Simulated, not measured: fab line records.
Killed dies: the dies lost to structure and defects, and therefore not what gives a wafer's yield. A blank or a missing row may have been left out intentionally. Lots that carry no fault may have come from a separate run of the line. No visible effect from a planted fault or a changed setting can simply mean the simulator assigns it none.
fab line records || flow gf180mcu
[record] {"lots": 5, "wafers": 15, "lastDay": 33}
route steps=602 shown CONTACT@305
lots that met no fault: from a run of the same line without faults
startH: hours from the record's opening day to when the first of the lot's shown wafers began || waitH: time in hours since the lot's previous step || " the same as in the row above || L1.1+2: one row covering several wafers at once || - value missing, or start not given || * or withheld: withheld || < > ~ a bound
route shown NAME@n: names a module that has steps shown in the file, with the first one's number in the route || usual: mean/standard deviation of fault-free wafers || same: alike in all rows || chamber/n: place in a boat || sites: per-site readings || _std_site: their standard deviation || _edge_site: the outer-site mean with the inner-site mean subtracted || radiusMm: how far each site lies from the wafer's centre || mask NAME#n: copy n || behind: the tool/chamber that last shaped the wafer || hold: the reason the lot was held/the length of the hold in hours/how it ended || device: whichever transistor did not switch (one of n, p or np) || end of line: the tests these same wafers got at the end of their route || where a step has no rows: the recipe by itself || killed: the dies lost at the first sort to structure and to defects; this is not the yield of the wafer || map: shows each die of a wafer: x if killed, . if not, _ if none is there
set.NAME: the setting as run; set.NAME@STEP: as run at that earlier step || model.NAME: the simulator's own value behind a step, which no gauge read
lots seen at some steps along the route; tables by step, rows by wafer
services: when a tool's chamber went out of use (startH, in hours from the record's first day, below 0 if earlier), for how many hours, and the reason
[[steps]]
[step GF_CONTACT_STRIP_18]
[recipe] {"chemistry": "O2/N2", "powerW": 1400, "pressureMtorr": 1500, "platenTempC": 250, "o2FlowSccm": 3000, "n2FlowSccm": 300, "overashFraction": 0.5}
[usual] {"drypumpMotorCurrentA": "5.6/0.4", "heaterPowerW": "358/44", "oesProductAu": "0.579/0.0045"}
{"lot.wafer": "L077.1", "tool": "plasmaAsher-02", "chamber": 1, "startH": 396.88, "waitH": "-", "drypumpMotorCurrentA": 5.8, "heaterPowerW": 417, "oesProductAu": 0.577, "rfHoursCounterH": 81}
{"lot.wafer": "L077.4", "tool": "plasmaAsher-02", "chamber": 0, "startH": 396.88, "waitH": "-", "drypumpMotorCurrentA": 5.0, "heaterPowerW": 374, "oesProductAu": 0.579, "rfHoursCounterH": "-"}
{"lot.wafer": "L077.5", "tool": "plasmaAsher-02", "chamber": 0, "startH": 396.88, "waitH": "-", "drypumpMotorCurrentA": 5.0, "heaterPowerW": 385, "oesProductAu": 0.571, "rfHoursCounterH": "-"}
{"lot.wafer": "L081.2", "tool": "plasmaAsher-03", "chamber": 1, "startH": 440.96, "waitH": "-", "drypumpMotorCurrentA": 5.8, "heaterPowerW": 385, "oesProductAu": 0.575, "rfHoursCounterH": 34}
{"lot.wafer": "L081.4", "tool": "plasmaAsher-03", "chamber": 1, "startH": 440.96, "waitH": "-", "drypumpMotorCurrentA": 5.8, "heaterPowerW": 390, "oesProductAu": 0.576, "rfHoursCounterH": "-"}
{"lot.wafer": "L081.5", "tool": "plasmaAsher-03", "chamber": 0, "startH": 440.96, "waitH": "-", "drypumpMotorCurrentA": 5.9, "heaterPowerW": 321, "oesProductAu": 0.579, "rfHoursCounterH": "-"}
{"lot.wafer": "L084.1", "tool": "plasmaAsher-02", "chamber": 0, "startH": 467.31, "waitH": "-", "drypumpMotorCurrentA": 5.0, "heaterPowerW": 366, "oesProductAu": 0.575, "rfHoursCounterH": 3}
{"lot.wafer": "L084.4", "tool": "plasmaAsher-02", "chamber": 1, "startH": 467.31, "waitH": "-", "drypumpMotorCurrentA": 5.8, "heaterPowerW": 408, "oesProductAu": 0.581, "rfHoursCounterH": "-"}
{"lot.wafer": "L084.5", "tool": "plasmaAsher-02", "chamber": 1, "startH": 467.31, "waitH": "-", "drypumpMotorCurrentA": 5.8, "heaterPowerW": 411, "oesProductAu": 0.568, "rfHoursCounterH": "-"}
{"lot.wafer": "L086.1", "tool": "plasmaAsher-03", "chamber": 0, "startH": 474.58, "waitH": "-", "drypumpMotorCurrentA": 5.9, "heaterPowerW": 323, "oesProductAu": 0.581, "rfHoursCounterH": 37}
{"lot.wafer": "L086.3", "tool": "plasmaAsher-03", "chamber": 1, "startH": 474.58, "waitH": "-", "drypumpMotorCurrentA": 5.8, "heaterPowerW": 383, "oesProductAu": 0.574, "rfHoursCounterH": "-"}
{"lot.wafer": "L086.6", "tool": "plasmaAsher-03", "chamber": 0, "startH": 474.58, "waitH": "-", "drypumpMotorCurrentA": 5.9, "heaterPowerW": 328, "oesProductAu": 0.583, "rfHoursCounterH": "-"}
{"lot.wafer": "L089.1", "tool": "plasmaAsher-02", "chamber": 0, "startH": 504.66, "waitH": "-", "drypumpMotorCurrentA": 5.0, "heaterPowerW": 368, "oesProductAu": 0.580, "rfHoursCounterH": 7}
{"lot.wafer": "L089.3", "tool": "plasmaAsher-02", "chamber": 0, "startH": 504.66, "waitH": "-", "drypumpMotorCurrentA": 5.0, "heaterPowerW": 359, "oesProductAu": 0.586, "rfHoursCounterH": "-"}
{"lot.wafer": "L089.4", "tool": "plasmaAsher-02", "chamber": 1, "startH": 504.66, "waitH": "-", "drypumpMotorCurrentA": 5.8, "heaterPowerW": 397, "oesProductAu": 0.579, "rfHoursCounterH": "-"}
[step GF_CONTACT_CLEAN_19]
[recipe] {"chemistry": "SPM"}
{"lot.wafer": "L077.1+4+5", "tool": "wetBench-03", "chamber": 1, "startH": 396.98, "waitH": 0.1}
{"lot.wafer": "L081.2+4+5", "tool": "wetBench-03", "chamber": 2, "startH": 441.06, "waitH": 0.1}
{"lot.wafer": "L084.1+4+5", "tool": "wetBench-03", "chamber": 2, "startH": 467.41, "waitH": 0.1}
{"lot.wafer": "L086.1+3+6", "tool": "wetBench-02", "chamber": 2, "startH": 474.68, "waitH": 0.1}
{"lot.wafer": "L089.1+3+4", "tool": "wetBench-03", "chamber": 2, "startH": 504.76, "waitH": 0.1}
[step GF_CONTACT_CLEAN_20]
[recipe] {"chemistry": "DIW"}
{"lot.wafer": "L077.1+4+5", "tool": "wetBench-02", "chamber": 1, "startH": 397.07, "waitH": 0.0}
{"lot.wafer": "L081.2+4+5", "tool": "wetBench-01", "chamber": 1, "startH": 441.15, "waitH": 0.0}
{"lot.wafer": "L084.1+4+5", "tool": "wetBench-01", "chamber": 0, "startH": 467.50, "waitH": 0.0}
{"lot.wafer": "L086.1+3+6", "tool": "wetBench-01", "chamber": 3, "startH": 474.77, "waitH": 0.0}
{"lot.wafer": "L089.1+3+4", "tool": "wetBench-02", "chamber": 1, "startH": 504.85, "waitH": 0.0}
[step GF_CONTACT_CLEAN_21]
[recipe] {"chemistry": "dHF", "timeS": 20, "dilution": "100:1", "dry": "ipaMarangoni"}
[same] {"timeS": 20}
{"lot.wafer": "L077.1+4+5", "tool": "wetBench-01", "chamber": 0, "startH": 397.16, "waitH": 0.0}
{"lot.wafer": "L081.2+4+5", "tool": "wetBench-02", "chamber": 3, "startH": 441.25, "waitH": 0.0}
{"lot.wafer": "L084.1+4+5", "tool": "wetBench-01", "chamber": 2, "startH": 467.59, "waitH": 0.0}
{"lot.wafer": "L086.1+3+6", "tool": "wetBench-03", "chamber": 0, "startH": 474.86, "waitH": 0.0}
{"lot.wafer": "L089.1+3+4", "tool": "wetBench-01", "chamber": 1, "startH": 504.94, "waitH": 0.0}
[step GF_CONTACT_SPUTTER_22]
[recipe] {"material": "Ti", "targetThkNm": 15, "chamberPressurePa": 5, "powerW": 2500, "substrateTempC": 200, "timeS": 80.02}
[usual] {"throttleValvePct": "30.4/1.3"}
[same] {"timeS": 80.02}
{"lot.wafer": "L077.1", "tool": "pvdSputter-01", "chamber": "-", "startH": 397.18, "waitH": 0.0, "throttleValvePct": 30.2}
{"lot.wafer": "L077.4", "tool": "pvdSputter-01", "chamber": "-", "startH": 397.18, "waitH": 0.0, "throttleValvePct": 30.8}
{"lot.wafer": "L077.5", "tool": "pvdSputter-01", "chamber": "-", "startH": 397.18, "waitH": 0.0, "throttleValvePct": 30.3}
{"lot.wafer": "L081.2", "tool": "pvdSputter-03", "chamber": "-", "startH": 441.26, "waitH": 0.0, "throttleValvePct": 30.4}
{"lot.wafer": "L081.4", "tool": "pvdSputter-03", "chamber": "-", "startH": 441.26, "waitH": 0.0, "throttleValvePct": 31.4}
{"lot.wafer": "L081.5", "tool": "pvdSputter-03", "chamber": "-", "startH": 441.26, "waitH": 0.0, "throttleValvePct": 30.5}
{"lot.wafer": "L084.1", "tool": "pvdSputter-02", "chamber": "-", "startH": 467.60, "waitH": 0.0, "throttleValvePct": 30.8}
{"lot.wafer": "L084.4", "tool": "pvdSputter-02", "chamber": "-", "startH": 467.60, "waitH": 0.0, "throttleValvePct": 28.6}
{"lot.wafer": "L084.5", "tool": "pvdSputter-02", "chamber": "-", "startH": 467.60, "waitH": 0.0, "throttleValvePct": 28.4}
{"lot.wafer": "L086.1", "tool": "pvdSputter-03", "chamber": "-", "startH": 474.88, "waitH": 0.0, "throttleValvePct": 31.1}
{"lot.wafer": "L086.3", "tool": "pvdSputter-03", "chamber": "-", "startH": 474.88, "waitH": 0.0, "throttleValvePct": 30.4}
{"lot.wafer": "L086.6", "tool": "pvdSputter-03", "chamber": "-", "startH": 474.88, "waitH": 0.0, "throttleValvePct": 29.8}
{"lot.wafer": "L089.1", "tool": "pvdSputter-01", "chamber": "-", "startH": 504.97, "waitH": 0.0, "throttleValvePct": 30.1}
{"lot.wafer": "L089.3", "tool": "pvdSputter-01", "chamber": "-", "startH": 504.97, "waitH": 0.0, "throttleValvePct": 33.2}
{"lot.wafer": "L089.4", "tool": "pvdSputter-01", "chamber": "-", "startH": 504.97, "waitH": 0.0, "throttleValvePct": 30.6}
[step GF_CONTACT_SPUTTER_23]
[recipe] {"material": "TiN", "targetThkNm": 10, "chamberPressurePa": 5, "powerW": 4000, "timeS": 40}
[usual] {"throttleValvePct": "30.4/1.3"}
[same] {"timeS": 40}
{"lot.wafer": "L077.1", "tool": "pvdSputter-01", "chamber": "-", "startH": 397.24, "waitH": 0.0, "throttleValvePct": 30.4}
{"lot.wafer": "L077.4", "tool": "pvdSputter-01", "chamber": "-", "startH": 397.24, "waitH": 0.0, "throttleValvePct": 30.1}
{"lot.wafer": "L077.5", "tool": "pvdSputter-01", "chamber": "-", "startH": 397.24, "waitH": 0.0, "throttleValvePct": 30.4}
{"lot.wafer": "L081.2", "tool": "pvdSputter-03", "chamber": "-", "startH": 441.32, "waitH": 0.0, "throttleValvePct": 30.4}
{"lot.wafer": "L081.4", "tool": "pvdSputter-03", "chamber": "-", "startH": 441.32, "waitH": 0.0, "throttleValvePct": 31.2}
{"lot.wafer": "L081.5", "tool": "pvdSputter-03", "chamber": "-", "startH": 441.32, "waitH": 0.0, "throttleValvePct": 30.7}
{"lot.wafer": "L084.1", "tool": "pvdSputter-02", "chamber": "-", "startH": 467.66, "waitH": 0.0, "throttleValvePct": 31.0}
{"lot.wafer": "L084.4", "tool": "pvdSputter-02", "chamber": "-", "startH": 467.66, "waitH": 0.0, "throttleValvePct": 28.4}
{"lot.wafer": "L084.5", "tool": "pvdSputter-02", "chamber": "-", "startH": 467.66, "waitH": 0.0, "throttleValvePct": 28.6}
{"lot.wafer": "L086.1", "tool": "pvdSputter-03", "chamber": "-", "startH": 474.94, "waitH": 0.0, "throttleValvePct": 31.5}
{"lot.wafer": "L086.3", "tool": "pvdSputter-03", "chamber": "-", "startH": 474.94, "waitH": 0.0, "throttleValvePct": 30.6}
{"lot.wafer": "L086.6", "tool": "pvdSputter-03", "chamber": "-", "startH": 474.94, "waitH": 0.0, "throttleValvePct": 30.0}
{"lot.wafer": "L089.1", "tool": "pvdSputter-01", "chamber": "-", "startH": 505.03, "waitH": 0.0, "throttleValvePct": 30.2}
{"lot.wafer": "L089.3", "tool": "pvdSputter-01", "chamber": "-", "startH": 505.03, "waitH": 0.0, "throttleValvePct": 33.2}
{"lot.wafer": "L089.4", "tool": "pvdSputter-01", "chamber": "-", "startH": 505.03, "waitH": 0.0, "throttleValvePct": 30.5}
[step GF_CONTACT_CVD_24]
[recipe] {"material": "W", "targetThkNm": 300, "timeS": 90.339, "tempC": 400, "pressureTorr": 40}
[usual] {"heaterPowerW": "876/150"}
[same] {"timeS": 90.339}
{"lot.wafer": "L077.1", "tool": "cvdW-02", "chamber": 0, "startH": 397.28, "waitH": 0.0, "heaterPowerW": 840}
{"lot.wafer": "L077.4", "tool": "cvdW-02", "chamber": 0, "startH": 397.28, "waitH": 0.0, "heaterPowerW": 841}
{"lot.wafer": "L077.5", "tool": "cvdW-02", "chamber": 0, "startH": 397.28, "waitH": 0.0, "heaterPowerW": 836}
{"lot.wafer": "L081.2", "tool": "cvdW-02", "chamber": 0, "startH": 441.36, "waitH": 0.0, "heaterPowerW": 847}
{"lot.wafer": "L081.4", "tool": "cvdW-02", "chamber": 0, "startH": 441.36, "waitH": 0.0, "heaterPowerW": 823}
{"lot.wafer": "L081.5", "tool": "cvdW-02", "chamber": 0, "startH": 441.36, "waitH": 0.0, "heaterPowerW": 815}
{"lot.wafer": "L084.1", "tool": "cvdW-02", "chamber": 0, "startH": 467.70, "waitH": 0.0, "heaterPowerW": 837}
{"lot.wafer": "L084.4", "tool": "cvdW-02", "chamber": 0, "startH": 467.70, "waitH": 0.0, "heaterPowerW": 817}
{"lot.wafer": "L084.5", "tool": "cvdW-02", "chamber": 0, "startH": 467.70, "waitH": 0.0, "heaterPowerW": 825}
{"lot.wafer": "L086.1", "tool": "cvdW-02", "chamber": 0, "startH": 474.98, "waitH": 0.0, "heaterPowerW": 811}
{"lot.wafer": "L086.3", "tool": "cvdW-02", "chamber": 0, "startH": 474.98, "waitH": 0.0, "heaterPowerW": 837}
{"lot.wafer": "L086.6", "tool": "cvdW-02", "chamber": 0, "startH": 474.98, "waitH": 0.0, "heaterPowerW": 831}
{"lot.wafer": "L089.1", "tool": "cvdW-01", "chamber": 0, "startH": 505.07, "waitH": 0.0, "heaterPowerW": 652}
{"lot.wafer": "L089.3", "tool": "cvdW-01", "chamber": 0, "startH": 505.07, "waitH": 0.0, "heaterPowerW": 670}
{"lot.wafer": "L089.4", "tool": "cvdW-01", "chamber": 1, "startH": 505.07, "waitH": 0.0, "heaterPowerW": 758}
[[services]]
{"tool": "pvdSputter-01", "chamber": 1, "startH": 380.83, "hours": "-", "kind": "consumableReplace:kit"}
{"tool": "pvdSputter-01", "chamber": 1, "startH": 380.83, "hours": 18.0, "kind": "scheduledDown"}
{"tool": "pvdSputter-01", "chamber": 1, "startH": 380.83, "hours": 18.0, "kind": "ventCycle"}
{"tool": "cvdW-01", "chamber": "-", "startH": 384.08, "hours": 0.8, "kind": "repair"}
{"tool": "cvdW-01", "chamber": "-", "startH": 390.00, "hours": 14.0, "kind": "pm"}
{"tool": "cvdW-01", "chamber": 0, "startH": 390.00, "hours": 14.0, "kind": "ventCycle"}
{"tool": "cvdW-01", "chamber": 1, "startH": 390.00, "hours": 14.0, "kind": "ventCycle"}
{"tool": "pvdSputter-02", "chamber": "-", "startH": 400.46, "hours": 2.4, "kind": "repair"}
{"tool": "cvdW-01", "chamber": 0, "startH": 404.00, "hours": "-", "kind": "clean"}
{"tool": "cvdW-01", "chamber": 1, "startH": 404.00, "hours": "-", "kind": "clean"}
{"tool": "cvdW-01", "chamber": "-", "startH": 409.26, "hours": 6.0, "kind": "pm"}
{"tool": "plasmaAsher-02", "chamber": "-", "startH": 421.25, "hours": 9.0, "kind": "pm"}
{"tool": "plasmaAsher-02", "chamber": 0, "startH": 421.25, "hours": 11.1, "kind": "ventCycle"}
{"tool": "plasmaAsher-02", "chamber": 1, "startH": 421.25, "hours": 11.1, "kind": "ventCycle"}
{"tool": "plasmaAsher-02", "chamber": "-", "startH": 429.00, "hours": 3.3, "kind": "repair"}
{"tool": "plasmaAsher-02", "chamber": 0, "startH": 430.25, "hours": "-", "kind": "clean"}
{"tool": "plasmaAsher-02", "chamber": 1, "startH": 430.25, "hours": "-", "kind": "clean"}
{"tool": "cvdW-02", "chamber": "-", "startH": 448.40, "hours": 6.9, "kind": "pm"}
{"tool": "plasmaAsher-02", "chamber": "-", "startH": 458.77, "hours": 2.8, "kind": "pm"}
{"tool": "pvdSputter-03", "chamber": "-", "startH": 459.16, "hours": 3.8, "kind": "repair"}
{"tool": "wetBench-02", "chamber": "-", "startH": 461.26, "hours": 1.9, "kind": "pm"}
{"tool": "cvdW-02", "chamber": 0, "startH": 476.76, "hours": 13.7, "kind": "repair"}
{"tool": "pvdSputter-02", "chamber": "-", "startH": 490.01, "hours": 0.5, "kind": "repair"}
{"tool": "pvdSputter-03", "chamber": "-", "startH": 495.60, "hours": 1.7, "kind": "repair"}
[[key]]
fault none
